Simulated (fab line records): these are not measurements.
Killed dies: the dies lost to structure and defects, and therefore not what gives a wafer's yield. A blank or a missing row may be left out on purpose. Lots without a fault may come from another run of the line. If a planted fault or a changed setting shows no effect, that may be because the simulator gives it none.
2 desks, one fault | flow sky130 | each desk holds nothing but its own numbers, with what lay behind them at the end

## AT THE TOOL OWNER'S DESK: pvd_sputter-03
At SKY_METAL2_SPUTTER_01 (material TiN, target thk 20 nm, time 16.7 s) the tool's own readings: per lot run on this tool, the mean of the sampled wafers that have a number. A lot is out of limits, marked OUT, if its mean lies more than 4 standard deviations from the usual mean; the brackets give that distance.
Columns: A = cathode_dc_power_W at SKY_METAL2_SPUTTER_01, usual 6500.1 W; B = throttle_valve_pct at SKY_METAL2_SPUTTER_01, usual 29.7 %
lot  | first seen here | A                | B
L987 | day 34 23:12    | 6499.5           | 29.6
L993 | day 37 08:22    | 6419.8 (-67) OUT | 29.4
L996 | day 38 10:16    | 6420.1 (-67) OUT | 29.5
This desk's verdict: out of limits on L993, L996, starting with L993 at day 37 08:22 (cathode_dc_power_W at SKY_METAL2_SPUTTER_01). L987: within limits.

## METROLOGY DESK
What the gauges read, lot by lot, whatever tool the lot ran on: means of the sampled wafers that have a number. A lot is out of limits, marked OUT, if its mean lies more than 4 standard deviations from the usual mean; the brackets give that distance.
Columns: A = VIA1_W_RS at SKY_VIA1_RS_MEAS_22, usual 0.428 ohm/sq; B = VIA1_W_THK at SKY_VIA1_THK_MEAS_23, usual 265 nm
lot  | first seen here | A     | B
L985 | day 34 14:11    | 0.426 | 270
L987 | day 34 22:42    | 0.426 | 267
L993 | day 37 07:51    | 0.425 | 267
L996 | day 38 09:46    | 0.428 | 266
L997 | day 38 23:09    | 0.428 | 266
L100 | day 39 20:36    | 0.433 | 263
This desk's verdict: no lot among the 6 shows anything out of limits.

## PUT TOGETHER
The tool owner's desk could have raised an alarm at day 37 08:22, on L993, L996.
Metrology desk: nothing out of limits seen.
The metrology desk holds a record of L993, L996, inside its limits.
Every lot named ran SKY_METAL2_SPUTTER_01 on pvd_sputter-03.

## WHAT WAS PUT IN BY THE SIMULATOR
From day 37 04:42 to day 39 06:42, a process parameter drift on pvd_sputter-03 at SKY_METAL2_SPUTTER_01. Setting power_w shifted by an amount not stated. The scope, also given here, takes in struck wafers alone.
Shown lots that were struck: L993, L996.
Each desk's first reading out of limits, in hours after the fault started: the tool owner's desk, 4.
